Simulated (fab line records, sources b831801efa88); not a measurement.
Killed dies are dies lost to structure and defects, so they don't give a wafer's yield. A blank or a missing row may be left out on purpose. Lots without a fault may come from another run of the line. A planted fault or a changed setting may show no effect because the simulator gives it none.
Which tool did it? | flow gf180mcu | 13 lots, 39 wafers sampled, at 5 steps of a route of 602

WHAT THE GAUGES READ, wafer by wafer
GF_STI_THK_MEAS_02. Usual: STI_OXIDATION_THK 9.96 nm, standard deviation 0.16.
lot  | measured    | on            | STI_OXIDATION_THK (nm) | flag
L271 | day 1 11:32 | film_metro-02 | 10.06 9.98 9.86        |
L272 | day 1 16:32 | film_metro-02 | 10.03 10.00 10.01      |
L274 | day 2 02:53 | film_metro-02 | 9.99 9.81 10.00        |
L275 | day 2 07:52 | film_metro-03 | 10.16 10.02 9.99       |
L276 | day 2 12:31 | film_metro-04 | 10.07 10.30 9.95       |
L278 | day 3 04:48 | film_metro-04 | 9.83 9.98 10.11        |
L280 | day 3 12:41 | film_metro-04 | 9.93 10.09 9.99        |
L286 | day 4 17:01 | film_metro-02 | 9.90 10.10 9.79        |
L288 | day 5 00:54 | film_metro-02 | 10.12 10.22 10.02      |
L291 | day 5 16:25 | film_metro-04 | 10.12 9.97 10.01       |
L292 | day 5 20:40 | film_metro-02 | 10.06 10.26 10.28      |
L293 | day 6 02:52 | film_metro-02 | 9.88 9.85 9.88         |
L294 | day 6 07:41 | film_metro-03 | 10.02 10.19 9.86       |

GF_VT_IMPLANT_OVL_MEAS_40. Usual: VT_IMPLANT_03_OVL -0.6 nm, standard deviation 1.2.
lot  | measured     | on         | VT_IMPLANT_03_OVL (nm) | flag
L271 | day 7 09:11  | overlay-01 | 1.0 -1.4 0.2           |
L272 | day 7 15:44  | overlay-01 | -1.8 -1.4 -0.3         |
L274 | day 8 19:04  | overlay-01 | 0.2 -2.2 -2.2          |
L275 | day 8 17:55  | overlay-01 | 1.0 -0.7 1.2           |
L276 | day 9 04:52  | overlay-01 | -0.9 -0.2 -1.5         |
L278 | day 10 01:16 | overlay-01 | 0.3 1.6 1.7            |
L280 | day 10 13:23 | overlay-02 | -0.5 -1.0 -0.8         |
L286 | day 11 22:10 | overlay-01 | -0.5 1.2 0.1           |
L288 | day 12 07:31 | overlay-02 | -1.7 -2.3 -1.7         |
L291 | day 13 01:49 | overlay-01 | 0.4 -0.7 -1.2          |
L292 | day 13 10:49 | overlay-01 | 0.2 -0.1 -0.3          |
L293 | day 13 18:22 | overlay-01 | 1.2 1.5 1.9            |
L294 | day 14 00:03 | overlay-01 | -1.0 -2.9 -1.2         |

GF_POLY_GATE_OVL_MEAS_11. Usual: POLY_GATE_OVL 0 nm, standard deviation 5.5.
lot  | measured     | on         | POLY_GATE_OVL (nm) | flag
L271 | day 8 23:38  | overlay-01 | -9 -12 -10         |
L272 | day 9 07:04  | overlay-01 | 0 4 7              |
L274 | day 10 11:19 | overlay-01 | -1 1 3             |
L275 | day 10 11:17 | overlay-02 | -7 0 -6            |
L276 | day 11 02:23 | overlay-02 | -2 -5 3            |
L278 | day 11 22:59 | overlay-01 | 1 -1 -2            |
L280 | day 12 08:26 | overlay-02 | 0 2 -1             |
L286 | day 13 20:38 | overlay-01 | 7 8 4              |
L288 | day 14 05:52 | overlay-01 | 1 6 1              |
L291 | day 15 01:26 | overlay-01 | -7 -3 -7           |
L292 | day 15 10:25 | overlay-01 | 10 0 0             |
L293 | day 15 17:53 | overlay-02 | -1 3 4             |
L294 | day 16 02:26 | overlay-02 | -13 -8 -7          |

WHICH TOOL RAN EACH LOT (tool, then ch and the chambers of the sampled wafers, then the start)
lot  | GF_VT_IMPLANT_COAT_35             | GF_VT_IMPLANT_STRIP_42
L271 | litho_track-04 ch 0, day 7 01:08  | plasma_asher-03 ch 0,1, day 7 09:23
L272 | litho_track-04 ch 0, day 7 07:26  | plasma_asher-03 ch 0,1, day 7 15:56
L274 | litho_track-04 ch 0, day 8 10:26  | plasma_asher-01 ch 0,1, day 8 19:16
L275 | litho_track-02 ch 0, day 8 09:13  | plasma_asher-03 ch 0,1, day 8 18:05
L276 | litho_track-04 ch 0, day 8 20:14  | plasma_asher-02 ch 0,1, day 9 05:03
L278 | litho_track-03 ch 0, day 9 16:49  | plasma_asher-01 ch 0,1, day 10 01:26
L280 | litho_track-02 ch 0, day 10 04:49 | plasma_asher-01 ch 0,1, day 10 13:35
L286 | litho_track-02 ch 0, day 11 12:05 | plasma_asher-03 ch 0,1, day 11 22:21
L288 | litho_track-04 ch 0, day 11 21:52 | plasma_asher-01 ch 0,1, day 12 07:42
L291 | litho_track-04 ch 0, day 12 15:59 | plasma_asher-02 ch 0,1, day 13 02:00
L292 | litho_track-03 ch 0, day 13 00:19 | plasma_asher-02 ch 0,1, day 13 10:59
L293 | litho_track-04 ch 0, day 13 07:56 | plasma_asher-01 ch 1, day 13 18:32
L294 | litho_track-03 ch 0, day 13 13:49 | plasma_asher-02 ch 0,1, day 14 00:14
- GF_VT_IMPLANT_COAT_35: resist thk 1000 nm.
- GF_VT_IMPLANT_STRIP_42: strips in O2/N2.

WHAT THE TOOLS THEMSELVES READ (means of the sampled wafers that have a number; where no wafer has one, the mark that the record gives instead)
GF_VT_IMPLANT_COAT_35. Usual: dispense_pressure_kPa 54.6 kPa, standard deviation 2.5; exhaust_pa 44.6 Pa, standard deviation 0.87.
lot  | tool           | dispense_pressure_kPa (kPa) | exhaust_pa (Pa) | flag
L271 | litho_track-04 | 53.1                        | 44.0            |
L272 | litho_track-04 | 53.1                        | 45.1            |
L274 | litho_track-04 | 53.1                        | 44.4            |
L275 | litho_track-02 | 58.6                        | 43.9            |
L276 | litho_track-04 | 53.1                        | 45.0            |
L278 | litho_track-03 | 52.9                        | 44.3            |
L280 | litho_track-02 | 58.6                        | 45.1            |
L286 | litho_track-02 | 58.6                        | 43.9            |
L288 | litho_track-04 | 53.0                        | 44.8            |
L291 | litho_track-04 | 53.1                        | 44.4            |
L292 | litho_track-03 | 52.9                        | 43.7            |
L293 | litho_track-04 | 53.1                        | 44.7            |
L294 | litho_track-03 | 52.9                        | 44.4            |

GF_VT_IMPLANT_STRIP_42. Usual: drypump_motor_current_A 5.9 A, standard deviation 0.44; heater_power_w 344 W, standard deviation 32; oes_product_au 0.716 a.u., standard deviation 0.0046; platen_temp_c 249.96 C, standard deviation 0.19; strip_time_to_endpoint_s 12.63 s, standard deviation 0.037.
lot  | tool            | drypump_motor_current_A (A) | heater_power_w (W) | oes_product_au (a.u.) | platen_temp_c (C) | strip_time_to_endpoint_s (s) | flag
L271 | plasma_asher-03 | 5.9                         | 343                | 0.716                 | 249.89            | 12.64                        |
L272 | plasma_asher-03 | 5.9                         | 339                | 0.713                 | 250.00            | 12.67                        |
L274 | plasma_asher-01 | 5.8                         | 322                | 0.720                 | 249.83            | 12.60                        |
L275 | plasma_asher-03 | 5.9                         | 329                | 0.718                 | 250.12            | 12.70                        |
L276 | plasma_asher-02 | 5.9                         | 365                | 0.715                 | 249.84            | 12.63                        |
L278 | plasma_asher-01 | 5.9                         | 345                | 0.715                 | 249.95            | 12.62                        |
L280 | plasma_asher-01 | 5.9                         | 344                | 0.715                 | 250.14            | 12.61                        |
L286 | plasma_asher-03 | 5.9                         | 345                | 0.715                 | 250.13            | 12.80                        | OFF
L288 | plasma_asher-01 | 5.9                         | 338                | 0.712                 | 249.95            | 12.58                        |
L291 | plasma_asher-02 | 5.9                         | 359                | 0.716                 | 249.85            | 12.59                        |
L292 | plasma_asher-02 | 5.9                         | 358                | 0.713                 | 249.76            | 12.62                        |
L293 | plasma_asher-01 | 6.1                         | 364                | 0.712                 | 250.07            | 12.59                        |
L294 | plasma_asher-02 | 6.3                         | 377                | 0.714                 | 249.91            | 12.60                        |

THE ANSWER, worked out from the rows above alone
Rule: a lot is off if the mean of its wafers that have a number lies more than 3 standard deviations from the usual mean. A lot without any number at a reading at which 4 lots or more have one is off too. The other lots that the step has rows for count as sound. The gauges are gone through in route order, then the tools' own readings, and for those a lot's mean is taken as printed above. The first step at which some lot is off is used, and at that step the reading that is off furthest; a lot without a number counts as furthest.
Off: L286, at GF_VT_IMPLANT_STRIP_42 (strip_time_to_endpoint_s).
A tool fits if, at that step or a process step before it, it ran every lot that is off, and no sound lot after the first of them. Can't be told from this: 2 tools fit, litho_track-02 at GF_VT_IMPLANT_COAT_35, plasma_asher-03 at GF_VT_IMPLANT_STRIP_42.

WHAT THE SIMULATOR HAD PUT IN
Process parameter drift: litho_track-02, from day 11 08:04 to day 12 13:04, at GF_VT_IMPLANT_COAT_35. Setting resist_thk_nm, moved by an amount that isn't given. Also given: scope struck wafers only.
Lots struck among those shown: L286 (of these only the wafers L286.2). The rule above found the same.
